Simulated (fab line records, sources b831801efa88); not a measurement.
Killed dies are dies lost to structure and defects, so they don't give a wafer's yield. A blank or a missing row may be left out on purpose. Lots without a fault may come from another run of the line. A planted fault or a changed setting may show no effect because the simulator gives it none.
Which tool did it? | flow sfq_line | 13 lots, 36 wafers sampled, at 4 steps of a route of 325

WHAT THE GAUGES READ, wafer by wafer
SFQ_I2_OVL_MEAS_918.
lot  | measured     | on         | I2_OVL (nm)
L737 | day 23 21:56 | overlay-02 | 2 5 4
L738 | day 23 23:08 | overlay-01 | -9 -1 -4
L743 | day 31 07:17 | overlay-02 | 1 -4
L745 | day 31 12:04 | overlay-01 | -4 2
L747 | day 38 05:27 | overlay-02 | -2 1
L749 | day 38 15:03 | overlay-02 | 5 10 0
L750 | day 38 16:15 | overlay-01 | 2 -1 2
L752 | day 38 19:52 | overlay-01 | -10 -6 -5
L753 | day 38 21:03 | overlay-01 | 4 -1 7
L755 | day 38 23:27 | overlay-01 | 4 2 0
L756 | day 39 01:51 | overlay-01 | 0 7 -2
L758 | day 39 05:27 | overlay-01 | -1 -7 -5
L759 | day 39 06:39 | overlay-01 | 6 6 -3

WHICH TOOL RAN EACH LOT (tool, then ch and the chambers of the sampled wafers, then the start)
lot  | SFQ_TRILAYER_M2_BARC_OPEN_METAL_ETCH_077 | SFQ_TRILAYER_I2_DEP_PECVD_063   | SFQ_TRILAYER_I2_CMP_CMP_064
L737 | rie_metal-03 ch 1, day 23 09:59          | pecvd-03 ch 0,1, day 23 11:42   | cmp-02 ch 1,2,3, day 23 12:24
L738 | rie_metal-03 ch 1, day 23 13:36          | pecvd-03 ch 0,1, day 23 15:18   | cmp-02 ch 1,2,3, day 23 15:24
L743 | rie_metal-01 ch 1, day 30 18:17          | pecvd-02 ch 0,1, day 30 19:13   | cmp-01 ch 0,2, day 30 21:29
L745 | rie_metal-01 ch 0,1, day 31 01:28        | pecvd-02 ch 0,1, day 31 02:25   | cmp-02 ch 0,1, day 31 03:05
L747 | rie_metal-04 ch 0,1, day 31 08:40        | pecvd-02 ch 2, day 31 09:37     | cmp-02 ch 1,3, day 31 11:29
L749 | rie_metal-01 ch 1, day 31 16:54          | pecvd-04 ch 1,2, day 31 17:52   | cmp-01 ch 0,1, day 31 19:17
L750 | rie_metal-04 ch 0,1, day 31 18:06        | pecvd-03 ch 1,2, day 31 19:04   | cmp-02 ch 0,2,3, day 31 20:59
L752 | rie_metal-01 ch 0,1, day 32 00:24        | pecvd-04 ch 0,2, day 32 01:20   | cmp-01 ch 0,1, day 32 01:55
L753 | rie_metal-04 ch 0,1, day 32 01:35        | pecvd-03 ch 0,1, day 32 02:32   | cmp-02 ch 0,1,2, day 32 04:43
L755 | rie_metal-01 ch 0,1, day 32 03:59        | pecvd-04 ch 0,1,2, day 32 04:56 | cmp-02 ch 0,2, day 32 06:13
L756 | rie_metal-04 ch 0,1, day 32 05:11        | pecvd-03 ch 0,2, day 32 06:08   | cmp-01 ch 2,3, day 32 11:25
L758 | rie_metal-04 ch 0,1, day 32 08:47        | pecvd-04 ch 0,1,2, day 32 09:44 | cmp-02 ch 0,1,2, day 32 15:10
L759 | rie_metal-03 ch 0,1, day 32 09:59        | pecvd-03 ch 0,2, day 32 10:56   | cmp-01 ch 0,1, day 32 17:25
- SFQ_TRILAYER_M2_BARC_OPEN_METAL_ETCH_077: etches BARC in O2, target depth 125 nm, time 41.7 s.
- SFQ_TRILAYER_I2_DEP_PECVD_063: deposits SiO2 from SiH4/N2O, time 111.11 s, target thk 500 nm.
- SFQ_TRILAYER_I2_CMP_CMP_064: polishes SiO2.

WHAT THE TOOLS THEMSELVES READ (means of the sampled wafers that have a number; where no wafer has one, the mark that the record gives instead)
SFQ_TRILAYER_M2_BARC_OPEN_METAL_ETCH_077.
lot  | tool         | drypump_motor_current_A (A) | oes_product_au (a.u.)
L737 | rie_metal-03 | 6.34                        | 0.682
L738 | rie_metal-03 | 6.28                        | 0.684
L743 | rie_metal-01 | 5.73                        | 0.683
L745 | rie_metal-01 | 5.75                        | 0.683
L747 | rie_metal-04 | 6.01                        | 0.679
L749 | rie_metal-01 | 5.71                        | 0.685
L750 | rie_metal-04 | 5.90                        | 0.686
L752 | rie_metal-01 | 5.75                        | 0.685
L753 | rie_metal-04 | 6.12                        | 0.681
L755 | rie_metal-01 | 5.77                        | 0.691
L756 | rie_metal-04 | 6.11                        | 0.688
L758 | rie_metal-04 | 6.12                        | 0.690
L759 | rie_metal-03 | 6.05                        | 0.681

SFQ_TRILAYER_I2_DEP_PECVD_063.
lot  | tool     | heater_power_w (W) | run_length_s (s) | throttle_valve_pct (%)
L737 | pecvd-03 | 80                 | 139.4            | 28.0
L738 | pecvd-03 | 82                 | 138.8            | 28.3
L743 | pecvd-02 | 78                 | 132.6            | 26.9
L745 | pecvd-02 | 82                 | 132.3            | 26.8
L747 | pecvd-02 | 64                 | 131.4            | 24.9
L749 | pecvd-04 | 83                 | 138.9            | 24.6
L750 | pecvd-03 | 76                 | 139.5            | 22.4
L752 | pecvd-04 | 86                 | 138.6            | 23.5
L753 | pecvd-03 | 84                 | 138.7            | 23.2
L755 | pecvd-04 | 82                 | 138.3            | 24.0
L756 | pecvd-03 | 86                 | 139.3            | 22.9
L758 | pecvd-04 | 81                 | 138.4            | 24.1
L759 | pecvd-03 | 82                 | 139.4            | 22.8

SFQ_TRILAYER_I2_CMP_CMP_064.
lot  | tool   | motor_current_A (A) | platen_rpm (rpm) | time_to_endpoint_s (s)
L737 | cmp-02 | 9.2                 | 60.01            | 217
L738 | cmp-02 | 9.6                 | 60.00            | 224
L743 | cmp-01 | 10.2                | 59.96            | 190
L745 | cmp-02 | 9.4                 | 60.03            | 192
L747 | cmp-02 | 9.6                 | 60.04            | 199
L749 | cmp-01 | 11.1                | 59.96            | 209
L750 | cmp-02 | 10.4                | 59.98            | 217
L752 | cmp-01 | 11.3                | 60.01            | 213
L753 | cmp-02 | 9.6                 | 59.98            | 218
L755 | cmp-02 | 9.8                 | 60.01            | 219
L756 | cmp-01 | 10.6                | 59.99            | 211
L758 | cmp-02 | 9.6                 | 60.02            | 210
L759 | cmp-01 | 11.3                | 60.03            | 211

THE ANSWER, worked out from the rows above alone
Rule: what is usual is taken from the lots themselves. Put in order of their means at a reading, lots are off if they are a third of the lots or fewer, leave a main group of 4 or more, and stand apart from it by a gap of 3 or more times the standard deviation of the main group's means; of several such gaps the widest counts. A main group whose means are all the same, to the digits that the tables above print for the reading, isn't used. A lot without any number at a reading at which 4 lots or more have one is off too. The other lots that the step has rows for count as sound. The gauges are gone through in route order, then the tools' own readings, and for those a lot's mean is taken as printed above. The first step at which some lot is off is used, and at that step the reading that is off furthest; a lot without a number counts as furthest.
Off: L743, L745, L747, at SFQ_TRILAYER_I2_DEP_PECVD_063 (run_length_s). The main group: mean 138.9 s, standard deviation 0.42.
A tool fits if, at that step or a process step before it, it ran every lot that is off, and no sound lot after the first of them. One fits: pecvd-02 at SFQ_TRILAYER_I2_DEP_PECVD_063. It ran no sound lot before its first lot that is off in this sample, so the start can't be narrowed down.
The tool's own readings at SFQ_TRILAYER_I2_DEP_PECVD_063 bear it out: on the lots that are off they differ by more than 5 times the standard deviation of the sound lots' means. run_length_s reads 132.1 s there against 138.9 s on the sound lots.

WHAT THE SIMULATOR HAD PUT IN
Process parameter drift: pecvd-02, from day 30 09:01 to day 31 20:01, at SFQ_TRILAYER_I2_DEP_PECVD_063. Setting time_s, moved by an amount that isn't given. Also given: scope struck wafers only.
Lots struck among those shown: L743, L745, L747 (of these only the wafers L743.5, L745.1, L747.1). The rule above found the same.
